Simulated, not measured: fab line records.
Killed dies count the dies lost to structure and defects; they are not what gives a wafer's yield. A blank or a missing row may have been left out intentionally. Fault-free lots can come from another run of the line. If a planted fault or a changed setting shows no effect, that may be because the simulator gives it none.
Chamber matching || flow gf180mcu || 4 sister chambers for GF_POLY_GATE_ETCH_13 on rie si-01
The step etches poly-Si in HBr/Cl2, stops on SiO2, target depth 198.5 nm, time 69.6 s. 8 wafers are shown with their chamber, then 7 later ones without.

## WAFERS, EACH WITH ITS CHAMBER
{"wafer": "L535.6", "chamber": 2, "throttle valve pct (%)": 33.692, "run length s (s)": 98.2}
{"wafer": "L552.1", "chamber": 3, "throttle valve pct (%)": 33.689, "run length s (s)": 97.7}
{"wafer": "L552.5", "chamber": 1, "throttle valve pct (%)": 33.674, "run length s (s)": 97.5}
{"wafer": "L553.1", "chamber": 1, "throttle valve pct (%)": 33.686, "run length s (s)": 97.9}
{"wafer": "L553.3", "chamber": 3, "throttle valve pct (%)": 33.684, "run length s (s)": 98.1}
{"wafer": "L553.4", "chamber": 0, "throttle valve pct (%)": 33.684, "run length s (s)": 98.0}
{"wafer": "L554.2", "chamber": 2, "throttle valve pct (%)": 33.696, "run length s (s)": 98.9}
{"wafer": "L554.3", "chamber": 0, "throttle valve pct (%)": 33.676, "run length s (s)": 97.7}

## WAFERS WITH NO CHAMBER GIVEN
{"wafer": "L554.6", "throttle valve pct (%)": 33.687, "run length s (s)": 98.0}
{"wafer": "L555.1", "throttle valve pct (%)": 33.678, "run length s (s)": 98.3}
{"wafer": "L555.2", "throttle valve pct (%)": 33.684, "run length s (s)": 97.9}
{"wafer": "L555.3", "throttle valve pct (%)": 33.674, "run length s (s)": 97.8}
{"wafer": "L556.2", "throttle valve pct (%)": 33.668, "run length s (s)": 98.2}
{"wafer": "L556.3", "throttle valve pct (%)": 33.693, "run length s (s)": 97.6}
{"wafer": "L556.4", "throttle valve pct (%)": 33.682, "run length s (s)": 98.2}

## THE CHAMBER EACH PASSED THROUGH
{"wafer": "L554.6", "from the rows above": "can't be placed: 3 or 0 or 1 or 2", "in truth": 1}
{"wafer": "L555.1", "from the rows above": "can't be placed: 0 or 1 or 3 or 2", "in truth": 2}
{"wafer": "L555.2", "from the rows above": "can't be placed: 3 or 0 or 1", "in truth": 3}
{"wafer": "L555.3", "from the rows above": "can't be placed: 0 or 1 or 3", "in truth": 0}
{"wafer": "L556.2", "from the rows above": "can't be placed: 0 or 1 or 3", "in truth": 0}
{"wafer": "L556.3", "from the rows above": "can't be placed: 3 or 1 or 0 or 2", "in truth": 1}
{"wafer": "L556.4", "from the rows above": "can't be placed: 0 or 3 or 1 or 2", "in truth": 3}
Correctly placed: 0 of 7. Not placeable from these rows: 7 (in 7, the candidates include the true chamber). Wrongly placed: 0.
How it was worked out, from the rows above alone: a wafer's distance from a chamber is the root of the sum, over the readings, of the square of ((its reading less the chamber's mean) divided by the reading's scatter). If the next closest chamber is less than 2 further off than the closest, the wafer can't be placed; otherwise it belongs to the closest. For every chamber, the mean is computed from those of its wafers that are shown. How the scatter is found: for the shown wafers, subtract from each reading the mean of its chamber, square and add these, divide the total by (wafers less chambers), then take the root.
